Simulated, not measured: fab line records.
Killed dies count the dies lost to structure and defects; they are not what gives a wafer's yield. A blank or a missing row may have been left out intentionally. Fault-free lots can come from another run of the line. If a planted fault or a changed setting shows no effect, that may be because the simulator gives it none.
fab line records	flow gf180mcu
record lots=14	wafers=42	lastDay=33
route steps=602 shown V2@396
lots untouched by any fault: they come from a run of this same line in which no faults occurred
startH: hours from the record's opening day to when the first of the lot's shown wafers began	waitH: hours elapsed since this lot's preceding step	" same as the row above	L1.1+2: a single row standing in for several wafers	- value missing, or start not given	* or withheld: withheld	< > ~ a bound
route shown NAME@n: a module of which the file shows steps, and the number in the route of the first	usual: mean/standard deviation taken from wafers without a fault	same: alike in all rows	chamber/n: place in a boat	sites: per-site readings	_std_site: the standard deviation of these	_edge_site: inner sites' mean taken away from outer sites' mean	radiusMm: for every site, how far away it sits from the centre of the wafer	mask NAME#n: copy n	behind: the most recent tool/chamber to have shaped the wafer	hold: reason for holding the lot/hours on hold/outcome of the hold	device: the n, p or np transistor that did not switch	end of line: at the end of the route, the tests of the same wafers	step lacking rows: just its recipe	killed: count of dies lost to structure and defects at first sort (not the wafer's yield)	map: per-die view of a wafer (x killed, . not killed, _ where there is no die)
set.NAME: the run value of the setting; set.NAME@STEP: its run value at that earlier step	model.NAME: the simulator's own value behind a step, which no gauge read
the route's steps for a sample of lots (tables are steps, rows are wafers)
services: a tool's chamber out of use, with start hour (startH, from the record's first day; less than 0 if before it), hours out, and reason
## steps
# step GF_V2_CD_MEAS_14
# recipe targetCdNm=260
# usual cdNm=260.4/1.4
lot.wafer	tool	chamber	startH	waitH	cdNm
L870.2	cdSem-02	-	469.48	0.1	260.4
L870.3	"	-	"	"	260.3
L870.4	"	-	"	"	261.0
L871.2	cdSem-02	-	485.86	0.1	259.4
L871.5	"	-	"	"	258.3
L871.6	"	-	"	"	258.6
L873.2	cdSem-01	-	494.16	0.1	262.2
L873.3	"	-	"	"	264.3
L873.6	"	-	"	"	261.9
L874.1	cdSem-02	-	504.96	0.1	259.2
L874.2	"	-	"	"	259.8
L874.3	"	-	"	"	260.2
L875.3	cdSem-01	-	512.00	0.1	264.9
L875.4	"	-	"	"	264.6
L875.5	"	-	"	"	264.4
L877.1	cdSem-02	-	539.73	0.1	260.4
L877.3	"	-	"	"	260.6
L877.6	"	-	"	"	260.6
L880.1	cdSem-02	-	550.58	0.1	260.3
L880.2	"	-	"	"	261.1
L880.3	"	-	"	"	260.3
L879.1	cdSem-02	-	551.23	0.1	258.9
L879.3	"	-	"	"	260.2
L879.5	"	-	"	"	258.4
L881.4	cdSem-01	-	562.94	0.2	259.7
L881.5	"	-	"	"	261.1
L881.6	"	-	"	"	260.4
L883.4	cdSem-02	-	578.74	0.1	259.2
L883.5	"	-	"	"	259.4
L883.6	"	-	"	"	260.9
L884.1	cdSem-01	-	584.49	0.1	260.3
L884.2	"	-	"	"	260.6
L884.5	"	-	"	"	258.9
L886.2	cdSem-01	-	600.00	0.1	259.9
L886.3	"	-	"	"	260.5
L886.4	"	-	"	"	260.2
L891.3	cdSem-01	-	632.77	0.1	257.7
L891.4	"	-	"	"	260.6
L891.6	"	-	"	"	258.1
L892.2	cdSem-01	-	637.98	0.1	259.2
L892.4	"	-	"	"	259.1
L892.6	"	-	"	"	258.9
# step GF_V2_OVL_MEAS_15
# usual V2_OVL=-1/5.9
lot.wafer	tool	chamber	startH	waitH	V2_OVL[nm]
L870.2	overlay-01	-	469.59	0.1	4
L870.3	"	-	"	"	13
L870.4	"	-	"	"	-1
L871.2	overlay-02	-	485.96	0.1	-3
L871.5	"	-	"	"	-2
L871.6	"	-	"	"	0
L873.2	overlay-02	-	494.26	0.1	5
L873.3	"	-	"	"	10
L873.6	"	-	"	"	-1
L874.1	overlay-01	-	505.08	0.1	-14
L874.2	"	-	"	"	-10
L874.3	"	-	"	"	-13
L875.3	overlay-01	-	512.09	0.1	-12
L875.4	"	-	"	"	-4
L875.5	"	-	"	"	-7
L877.1	overlay-02	-	539.85	0.1	0
L877.3	"	-	"	"	-1
L877.6	"	-	"	"	1
L880.1	overlay-02	-	550.70	0.1	-3
L880.2	"	-	"	"	-8
L880.3	"	-	"	"	-2
L879.1	overlay-01	-	551.35	0.1	-1
L879.3	"	-	"	"	6
L879.5	"	-	"	"	6
L881.4	overlay-01	-	563.02	0.1	-1
L881.5	"	-	"	"	-12
L881.6	"	-	"	"	-11
L883.4	overlay-02	-	578.81	0.1	3
L883.5	"	-	"	"	-1
L883.6	"	-	"	"	2
L884.1	overlay-02	-	584.61	0.1	5
L884.2	"	-	"	"	0
L884.5	"	-	"	"	-3
L886.2	overlay-01	-	600.10	0.1	2
L886.3	"	-	"	"	-7
L886.4	"	-	"	"	-1
L891.3	overlay-01	-	632.86	0.1	-3
L891.4	"	-	"	"	-8
L891.6	"	-	"	"	-10
L892.2	overlay-02	-	638.09	0.1	-4
L892.4	"	-	"	"	0
L892.6	"	-	"	"	1
# step GF_V2_ETCH_16
# recipe chemistry=N2/H2	targetDepthA=withheld	overetchA=withheld	timeS=withheld	target=BARC	ionEnergyEv=200	sourceW=500	biasW=100	pressureMtorr=30	n2FlowSccm=100	h2FlowSccm=200
# usual biasW=100.0/0.33	chamberPressureMTorr=30.000/0.028	drypumpMotorCurrentA=5.7/0.4	oesProductAu=0.855/0.0047	throttleValvePct=13.224/0.0092
lot.wafer	tool	chamber	startH	waitH	biasW	chamberPressureMTorr	drypumpMotorCurrentA	oesProductAu	throttleValvePct
L870.2	rieDiel-01	1	469.62	0.0	100.2	30.039	5.4	0.850	13.214
L870.3	"	0	"	"	100.0	30.008	6.0	0.847	13.212
L870.4	"	2	"	"	100.3	29.998	6.2	0.848	13.235
L871.2	rieDiel-03	1	485.99	0.0	99.6	30.000	6.1	0.850	13.235
L871.5	"	2	"	"	100.2	29.972	5.1	0.850	13.227
L871.6	"	1	"	"	99.6	29.946	6.1	0.847	13.237
L873.2	rieDiel-03	1	494.29	0.0	99.8	30.002	6.2	0.853	13.233
L873.3	"	0	"	"	100.6	30.042	5.5	0.849	13.202
L873.6	"	0	"	"	99.9	29.989	5.4	0.853	13.216
L874.1	rieDiel-03	3	505.12	0.0	99.8	29.916	5.5	0.848	13.221
L874.2	"	2	"	"	99.6	29.961	5.1	0.854	13.238
L874.3	"	0	"	"	100.5	30.031	5.4	0.859	13.232
L875.3	rieDiel-03	1	512.12	0.0	100.3	30.020	6.2	0.858	13.221
L875.4	"	2	"	"	99.9	29.944	5.1	0.853	13.213
L875.5	"	1	"	"	100.2	29.987	6.1	0.851	13.218
L877.1	rieDiel-04	1	539.88	0.0	100.1	30.017	6.1	0.861	13.231
L877.3	"	3	"	"	100.2	30.041	6.4	0.860	13.224
L877.6	"	2	"	"	100.4	30.034	5.5	0.855	13.225
L880.1	rieDiel-04	0	550.73	0.0	99.7	30.017	5.4	0.860	13.221
L880.2	"	1	"	"	100.0	29.952	6.1	0.851	13.226
L880.3	"	2	"	"	99.7	30.001	5.5	0.852	13.218
L879.1	rieDiel-01	1	551.38	0.0	100.1	30.048	5.4	0.862	13.214
L879.3	"	0	"	"	99.9	29.995	6.0	0.854	13.206
L879.5	"	1	"	"	99.4	30.050	5.4	0.858	13.239
L881.4	rieDiel-01	0	563.06	0.0	99.9	30.024	6.0	0.854	13.230
L881.5	"	3	"	"	99.7	30.033	5.4	0.854	13.204
L881.6	"	2	"	"	100.3	30.045	6.2	0.854	13.223
L883.4	rieDiel-04	0	578.83	0.0	99.8	29.930	5.4	0.861	13.237
L883.5	"	1	"	"	100.4	29.996	6.1	0.857	13.242
L883.6	"	2	"	"	99.3	30.012	5.5	0.861	13.229
L884.1	rieDiel-04	1	584.64	0.0	99.6	30.019	6.1	0.852	13.228
L884.2	"	3	"	"	100.3	29.980	6.4	0.860	13.228
L884.5	"	2	"	"	100.1	29.984	5.5	0.852	13.223
L886.2	rieDiel-04	2	600.13	0.0	99.9	30.030	5.5	0.855	13.228
L886.3	"	1	"	"	100.2	30.019	6.2	0.860	13.223
L886.4	"	0	"	"	100.2	29.937	5.4	0.850	13.216
L891.3	rieDiel-01	3	632.88	0.0	-	-	-	-	-
L891.4	"	2	"	"	-	-	-	-	-
L891.6	"	3	"	"	-	-	-	-	-
L892.2	rieDiel-01	2	638.12	0.0	-	-	-	-	-
L892.4	"	3	"	"	-	-	-	-	-
L892.6	"	1	"	"	-	-	-	-	-
# step GF_V2_ETCH_17
# recipe chemistry=C4F8/O2/Ar	maskMaterial=KrF	target=SiO2	stopOn=TiN	sourceW=1500	biasW=1200	pressureMtorr=40	c4f8FlowSccm=withheld	O2_flow_sccm=6	Ar_flow_sccm=300	timeS=withheld	targetDepthA=6300
# usual biasW=1200/3.9	chamberPressureMTorr=39.99/0.044	oesProductAu=0.856/0.0043
lot.wafer	tool	chamber	startH	waitH	biasW	chamberPressureMTorr	oesProductAu
L870.2	rieDiel-01	1	-	-	1197	40.02	0.854
L870.3	"	0	"	"	1206	39.96	0.860
L870.4	"	2	"	"	1201	39.96	0.860
L871.2	rieDiel-03	1	-	-	1198	40.02	0.854
L871.5	"	2	"	"	1200	40.00	0.853
L871.6	"	1	"	"	1193	39.97	0.859
L873.2	rieDiel-03	1	-	-	1206	40.05	0.857
L873.3	"	0	"	"	1198	39.94	0.862
L873.6	"	0	"	"	1194	39.96	0.860
L874.1	rieDiel-03	3	-	-	1203	40.01	0.860
L874.2	"	2	"	"	1202	40.03	0.864
L874.3	"	0	"	"	1198	40.00	0.853
L875.3	rieDiel-03	1	-	-	1200	40.06	0.858
L875.4	"	2	"	"	1199	39.99	0.859
L875.5	"	1	"	"	1198	40.01	0.857
L877.1	rieDiel-04	1	-	-	1199	40.04	0.852
L877.3	"	3	"	"	1199	40.07	0.859
L877.6	"	2	"	"	1190	39.93	0.852
L880.1	rieDiel-04	0	-	-	1201	39.91	0.850
L880.2	"	1	"	"	1198	39.99	0.855
L880.3	"	2	"	"	1196	39.98	0.856
L879.1	rieDiel-01	1	-	-	1199	39.72	0.857
L879.3	"	0	"	"	1204	39.98	0.859
L879.5	"	1	"	"	1199	40.06	0.855
L881.4	rieDiel-01	0	-	-	1206	39.92	0.853
L881.5	"	3	"	"	1206	40.02	0.855
L881.6	"	2	"	"	1200	40.00	0.853
L883.4	rieDiel-04	0	-	-	1202	39.98	0.853
L883.5	"	1	"	"	1200	39.98	0.859
L883.6	"	2	"	"	1208	40.01	0.854
L884.1	rieDiel-04	1	-	-	1198	39.95	0.853
L884.2	"	3	"	"	1196	39.89	0.858
L884.5	"	2	"	"	1204	40.04	0.858
L886.2	rieDiel-04	2	-	-	1200	39.90	0.854
L886.3	"	1	"	"	1200	40.00	0.850
L886.4	"	0	"	"	1199	40.01	0.856
L891.3	rieDiel-01	3	-	-	1200	40.01	0.375
L891.4	"	2	"	"	1200	40.01	0.375
L891.6	"	3	"	"	1191	39.98	0.382
L892.2	rieDiel-01	2	-	-	1202	40.00	0.377
L892.4	"	3	"	"	1200	40.03	0.373
L892.6	"	1	"	"	1197	40.04	0.375
# step GF_V2_STRIP_18
# recipe chemistry=O2/N2	powerW=1400	pressureMtorr=1500	platenTempC=250	o2FlowSccm=3000	n2FlowSccm=300	overashFraction=0.5
# usual drypumpMotorCurrentA=5.5/0.57	heaterPowerW=320/29	o2FlowSccm=3000/9.2	oesProductAu=0.592/0.005
lot.wafer	tool	chamber	startH	waitH	drypumpMotorCurrentA	heaterPowerW	o2FlowSccm	oesProductAu	rfHoursCounterH
L870.2	plasmaAsher-02	0	469.75	-	4.8	324	2992	0.595	67
L870.3	"	1	"	"	5.8	305	3005	0.585	-
L870.4	"	0	"	"	4.8	316	3003	0.591	-
L871.2	plasmaAsher-02	1	486.12	-	5.8	311	3021	0.601	69
L871.5	"	0	"	"	4.8	314	3011	0.598	-
L871.6	"	1	"	"	5.8	297	3008	0.596	-
L873.2	plasmaAsher-03	1	494.42	-	6.0	307	2978	0.604	94
L873.3	"	0	"	"	5.2	396	2999	0.591	-
L873.6	"	0	"	"	5.2	402	3003	0.593	-
L874.1	plasmaAsher-02	0	505.25	-	4.8	319	3000	0.599	71
L874.2	"	1	"	"	5.8	295	3000	0.600	71
L874.3	"	1	"	"	5.8	307	3006	0.592	-
L875.3	plasmaAsher-02	0	512.28	-	4.9	321	3003	0.594	-
L875.4	"	1	"	"	5.8	305	2999	0.595	-
L875.5	"	1	"	"	5.8	306	2993	0.598	-
L877.1	plasmaAsher-02	1	540.01	-	5.9	298	3003	0.592	76
L877.3	"	1	"	"	5.8	297	2991	0.590	-
L877.6	"	0	"	"	4.9	319	3019	0.593	-
L880.1	plasmaAsher-04	1	550.86	-	5.4	291	2990	0.584	16
L880.2	"	0	"	"	6.5	340	2988	0.588	16
L880.3	"	0	"	"	6.5	339	2991	0.582	-
L879.1	plasmaAsher-02	0	551.51	-	4.8	323	3000	0.596	78
L879.3	"	0	"	"	4.8	331	2991	0.601	-
L879.5	"	0	"	"	4.9	330	2994	0.593	-
L881.4	plasmaAsher-03	1	563.20	-	6.1	305	2993	0.599	-
L881.5	"	0	"	"	5.2	403	3002	0.589	-
L881.6	"	1	"	"	6.0	299	2990	0.583	-
L883.4	plasmaAsher-02	0	579.00	-	4.9	326	3012	0.592	-
L883.5	"	0	"	"	4.9	320	3005	0.593	-
L883.6	"	1	"	"	5.8	303	3006	0.592	-
L884.1	plasmaAsher-02	1	584.77	-	5.9	298	2993	0.599	81
L884.2	"	0	"	"	4.9	327	2994	0.597	81
L884.5	"	0	"	"	4.8	308	3009	0.599	-
L886.2	plasmaAsher-02	1	600.26	-	5.8	310	3014	0.591	83
L886.3	"	0	"	"	4.8	323	2976	0.584	-
L886.4	"	1	"	"	5.8	305	3014	0.593	-
L891.3	plasmaAsher-04	0	633.04	-	6.6	337	2996	0.605	-
L891.4	"	1	"	"	5.4	292	2991	0.611	-
L891.6	"	0	"	"	6.5	343	2993	0.609	-
L892.2	plasmaAsher-04	0	638.25	-	6.5	347	3004	0.616	24
L892.4	"	0	"	"	6.5	336	3000	0.611	-
L892.6	"	1	"	"	5.4	281	2989	0.616	-
## services
tool	chamber	startH	hours	kind
rieDiel-03	0	450.51	5.8	repair
rieDiel-04	3	454.94	3.3	repair
rieDiel-04	1	461.11	-	clean
rieDiel-04	1	461.11	12.0	scheduledDown
rieDiel-04	1	461.11	12.0	ventCycle
rieDiel-03	2	471.34	3.5	repair
rieDiel-01	2	475.27	4.8	repair
plasmaAsher-03	-	498.41	48.5	repair
rieDiel-03	3	532.50	7.3	repair
rieDiel-04	-	533.83	2.8	pm
plasmaAsher-04	-	551.82	4.8	repair
rieDiel-01	1	558.61	-	clean
rieDiel-01	1	558.61	17.8	scheduledDown
rieDiel-01	1	558.61	17.8	ventCycle
rieDiel-01	-	568.67	28.1	pm
rieDiel-01	0	606.38	32.7	repair
plasmaAsher-04	-	621.35	4.1	repair
rieDiel-03	3	630.16	-	clean
rieDiel-03	3	630.16	28.3	scheduledDown
rieDiel-03	3	630.16	28.3	ventCycle
## key
firstSign step=GF_V2_ETCH_16	reading=toolRecord	direction=missing
effect step=GF_V2_ETCH_17	reading=oesProductAu	direction=down	sigmas=99+	usual=0.856	struck=0.376
effect step=GF_V2_STRIP_18	reading=oesProductAu	direction=up	sigmas=3.8	usual=0.592	struck=0.611
metAt GF_V2_ETCH_16
struckLots L891,L892
laterRowsLeftOut L891.3,L891.4,L891.6,L892.2,L892.4,L892.6
sortLeftOut L891.3,L891.4,L891.6,L892.2,L892.4,L892.6
notActingAt GF_V2_CD_MEAS_14,GF_V2_OVL_MEAS_15
onsetBetween 563.06 632.88
fault kind=skippedStepWhole	tool=rieDiel-01	chamber=-	onsetH=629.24	steps=GF_V2_ETCH_16	scope=struckLotsOnly
# sortLeftOut: the simulated sort isn't trusted on such a fault, so these wafers' sort isn't shown, and their yield isn't known
# laterRowsLeftOut: the simulator's readings of these wafers behind a module that went badly wrong aren't trusted and aren't shown, but for the sort
